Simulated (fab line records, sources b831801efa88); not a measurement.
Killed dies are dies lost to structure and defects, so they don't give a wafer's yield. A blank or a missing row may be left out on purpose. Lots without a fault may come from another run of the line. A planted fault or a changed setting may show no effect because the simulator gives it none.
Problem report in the 8D (eight disciplines) form, filled by code | flow sky130 | the parts of the form that need people (team, actions taken, sign-off) are left out

1. THE PROBLEM
NWELL_OXIDATION_THK at SKY_NWELL_THK_MEAS_02 reads a mean of 12.20 nm on 6 wafers of 2 lots; wafers without a fault read 9.97 nm with a standard deviation of 0.23. That is +9.7 standard deviations from the usual mean.
First seen on wafer L663.1, day 4 21:05, on film_metro-04. The record holds 24 wafers of 8 lots with a number at this step. Rule for "out", or "out of limits": more than 4 standard deviations from the usual mean. The other wafers with a number count as sound.

2. WHAT IT IS AND WHAT IT IS NOT
question                    | is                           | is not
which readings at this step | NWELL_OXIDATION_THK          | -
which lots                  | L663, L664                   | L652, L665, L667, L670, L672, L675
which wafers of those lots  | all that have a number       | -
read on which gauges        | film_metro-03, film_metro-04 | film_metro-01
when                        | from day 4 21:05             | up to then (3 sound wafers); but 15 sound wafers of L665, L667, L670, L672, L675 came after

3. SUSPECTS, AND WHAT RULES EACH OUT
Counting: a tool at a process step up to the reading stays a suspect if it ran every lot that is out and no sound lot after the first of them.
- the gauge at SKY_NWELL_THK_MEAS_02: ruled out. The wafers that are out were read on 2 gauges (film_metro-03, film_metro-04).
- furnace-02 at SKY_NWELL_OXIDATION_01 (stabilise 600 s, purge 300 s, target thk 10 nm): kept. It ran every lot that is out, first L663 (day 4 19:41), and no sound lot after that; its last sound lot up to then is L652 (day 2 23:50). Its own readings are out on those wafers: spike_tc_bottom_C, spike_tc_centre_C, spike_tc_lower_C, spike_tc_top_C, spike_tc_upper_C, tube_center_temp_C, tube_center_temp_C_max.
Left after counting: furnace-02 at SKY_NWELL_OXIDATION_01.

4. THE CAUSE (what the simulator had put in)
Process parameter drift: furnace-02, from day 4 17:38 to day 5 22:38, at SKY_NWELL_OXIDATION_01. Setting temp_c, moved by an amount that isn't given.
Counting left only this tool.

5. THE CHAIN OF EFFECTS, in route order
Each row: a reading whose mean over the struck wafers that have a number lies more than 3 standard deviations from the usual. Only readings for which the record gives a usual standard deviation are gone through. hours: the time from each lot's start at the first step in this table that gives one to its start at this step, as a median over the lots. sigmas: the change in usual standard deviations.
hours | step                   | reading                | usual    | on struck wafers | change | sigmas
0     | SKY_NWELL_OXIDATION_01 | spike_tc_bottom_C      | 918.9 C  | 937.9            | +19.0  | +20
0     | SKY_NWELL_OXIDATION_01 | spike_tc_centre_C      | 902.0 C  | 920.9            | +18.9  | +20
0     | SKY_NWELL_OXIDATION_01 | spike_tc_lower_C       | 899.9 C  | 919.0            | +19.1  | +20
0     | SKY_NWELL_OXIDATION_01 | spike_tc_top_C         | 909.5 C  | 930.2            | +20.8  | +8.3
0     | SKY_NWELL_OXIDATION_01 | spike_tc_upper_C       | 901.5 C  | 922.0            | +20.5  | +12
0     | SKY_NWELL_OXIDATION_01 | tube_center_temp_C     | 899.99 C | 918.77           | +18.78 | +99 or more
0     | SKY_NWELL_OXIDATION_01 | tube_center_temp_C_max | 902.3    | 921.1            | +18.8  | +51
1     | SKY_NWELL_THK_MEAS_02  | NWELL_OXIDATION_THK    | 9.97 nm  | 12.20            | +2.23  | +9.7
The process steps in it:
- SKY_NWELL_OXIDATION_01: stabilise 600 s, purge 300 s, target thk 10 nm.
Later measuring or inspecting steps at which every struck wafer that the step has a row for has a number for every such reading, and none has moved that far: SKY_NWELL_RS_MEAS_29, SKY_NWELL_RS_MEAS_31, SKY_VT_ADJUST_HVTP_CD_MEAS_07.

6. WHAT WOULD HAVE CAUGHT IT SOONER
In this record the first reading out of limits at a measuring or inspecting step was taken at day 4 21:05, 3 hours after the fault began at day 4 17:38.
The tool's own readings at SKY_NWELL_OXIDATION_01 were out on every struck wafer that the step has a row for (spike_tc_bottom_C, spike_tc_centre_C, spike_tc_lower_C, spike_tc_top_C, spike_tc_upper_C, tube_center_temp_C, tube_center_temp_C_max): an alarm limit on them would have fired on the first of those.
Of the lots that are out (2), L664 began SKY_NWELL_OXIDATION_01 on furnace-02 after day 4 21:05. A hold on the tool at that time would have spared it.
